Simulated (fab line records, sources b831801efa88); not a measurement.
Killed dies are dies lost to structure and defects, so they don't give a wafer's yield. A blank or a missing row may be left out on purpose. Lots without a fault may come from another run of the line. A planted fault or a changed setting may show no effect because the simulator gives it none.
Which tool did it? | flow sky130 | 11 lots, 33 wafers sampled, at 4 steps of a route of 708

WHAT THE GAUGES READ, wafer by wafer
SKY_NWELL_OVL_MEAS_10.
lot  | measured     | on         | NWELL_00_OVL (nm)
L632 | day 5 00:09  | overlay-02 | -0.6 0.6 -0.6
L631 | day 5 00:34  | overlay-01 | -0.3 -0.7 -0.1
L634 | day 5 08:42  | overlay-02 | 0.4 -0.9 -0.9
L635 | day 5 14:03  | overlay-02 | 1.0 -0.3 -1.0
L636 | day 5 14:30  | overlay-01 | -1.1 -1.2 0.4
L637 | day 6 02:18  | overlay-01 | 0.0 -2.2 -1.4
L643 | day 7 10:59  | overlay-02 | -0.4 2.4 1.0
L644 | day 7 16:48  | overlay-01 | 2.5 2.6 0.8
L649 | day 8 19:03  | overlay-02 | 0.2 2.2 -0.7
L651 | day 9 12:09  | overlay-02 | 1.2 2.0 1.6
L654 | day 10 00:08 | overlay-02 | 0.5 -1.3 1.3

SKY_METAL2_RS_MEAS_05: measures by four-point-probe.
lot  | measured     | on            | METAL2_ALCU_RS (ohm/sq)
L632 | day 34 22:09 | film_metro-02 | 0.1263 0.1230 0.1256
L631 | day 34 18:33 | film_metro-02 | 0.1241 0.1255 0.1256
L634 | day 35 02:38 | film_metro-03 | 0.1273 0.1275 0.1278
L635 | day 35 13:31 | film_metro-03 | 0.1272 0.1274 0.1264
L636 | day 35 09:03 | film_metro-03 | 0.1257 0.1245 0.1255
L637 | day 36 16:13 | film_metro-02 | 0.1262 0.1256 0.1266
L643 | day 38 00:49 | film_metro-02 | 0.1267 0.1688 0.1267
L644 | day 38 02:38 | film_metro-01 | 0.1679 0.1701 0.1245
L649 | day 39 15:55 | film_metro-03 | 0.1257 0.1248 0.1250
L651 | day 40 05:47 | film_metro-01 | 0.1300 0.1266 0.1287
L654 | day 40 17:46 | film_metro-03 | 0.1263 0.1264 0.1253

SKY_METAL2_THK_MEAS_06: measures by xrf.
lot  | measured     | on            | METAL2_ALCU_THK (nm)
L632 | day 34 22:15 | film_metro-02 | 250.3 255.8 251.8
L631 | day 34 18:39 | film_metro-02 | 255.5 251.3 250.9
L634 | day 35 02:46 | film_metro-03 | 247.8 248.9 249.5
L635 | day 35 13:37 | film_metro-03 | 251.0 246.2 250.4
L636 | day 35 09:10 | film_metro-03 | 252.1 253.5 253.3
L637 | day 36 16:20 | film_metro-02 | 250.0 251.8 250.1
L643 | day 38 00:56 | film_metro-02 | 248.0 190.4 250.1
L644 | day 38 02:45 | film_metro-01 | 192.3 190.2 253.7
L649 | day 39 16:02 | film_metro-03 | 252.1 256.5 253.9
L651 | day 40 05:53 | film_metro-01 | 246.3 251.2 247.8
L654 | day 40 17:53 | film_metro-03 | 253.8 251.3 253.4

WHICH TOOL RAN EACH LOT (tool, then ch and the chambers of the sampled wafers, then the start)
lot  | SKY_METAL2_SPUTTER_02
L632 | pvd_sputter-03, day 34 22:01
L631 | pvd_sputter-03, day 34 18:25
L634 | pvd_sputter-01, day 35 02:33
L635 | pvd_sputter-01, day 35 13:23
L636 | pvd_sputter-01, day 35 08:57
L637 | pvd_sputter-02, day 36 16:06
L643 | pvd_sputter-03, day 38 00:43
L644 | pvd_sputter-03, day 38 02:32
L649 | pvd_sputter-01, day 39 15:49
L651 | pvd_sputter-02, day 40 05:40
L654 | pvd_sputter-01, day 40 17:41
- SKY_METAL2_SPUTTER_02: material AlCu, target thk 250 nm, time 13.3 s.

WHAT THE TOOLS THEMSELVES READ (means of the sampled wafers that have a number; where no wafer has one, the mark that the record gives instead)
SKY_METAL2_SPUTTER_02.
lot  | tool           | throttle_valve_pct (%)
L632 | pvd_sputter-03 | 29.7
L631 | pvd_sputter-03 | 30.0
L634 | pvd_sputter-01 | 29.6
L635 | pvd_sputter-01 | 29.9
L636 | pvd_sputter-01 | 30.0
L637 | pvd_sputter-02 | 29.9
L643 | pvd_sputter-03 | 29.4
L644 | pvd_sputter-03 | 29.2
L649 | pvd_sputter-01 | 30.1
L651 | pvd_sputter-02 | 30.9
L654 | pvd_sputter-01 | 30.1

THE ANSWER, worked out from the rows above alone
Rule: what is usual is taken from the lots themselves. Put in order of their means at a reading, lots are off if they are a third of the lots or fewer, leave a main group of 4 or more, and stand apart from it by a gap of 3 or more times the standard deviation of the main group's means; of several such gaps the widest counts. A main group whose means are all the same, to the digits that the tables above print for the reading, isn't used. A lot without any number at a reading at which 4 lots or more have one is off too. The other lots that the step has rows for count as sound. The gauges are gone through in route order, then the tools' own readings, and for those a lot's mean is taken as printed above. The first step at which some lot is off is used, and at that step the reading that is off furthest; a lot without a number counts as furthest.
Off: L643, L644, at SKY_METAL2_RS_MEAS_05 (METAL2_ALCU_RS). The main group: mean 0.1262 ohm/sq, standard deviation 0.0012.
A tool fits if, at a process step before that reading, it ran every lot that is off, and no sound lot after the first of them. The gauges at SKY_METAL2_RS_MEAS_05 are tried like those tools. One fits: pvd_sputter-03 at SKY_METAL2_SPUTTER_02. Its last sound lot is L632 (day 34 22:01), its first lot that is off L643 (day 38 00:43): a fault that began between those two fits.

WHAT THE SIMULATOR HAD PUT IN
Process parameter drift: pvd_sputter-03, from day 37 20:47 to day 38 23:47, at SKY_METAL2_SPUTTER_02. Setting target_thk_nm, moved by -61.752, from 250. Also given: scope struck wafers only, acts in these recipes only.
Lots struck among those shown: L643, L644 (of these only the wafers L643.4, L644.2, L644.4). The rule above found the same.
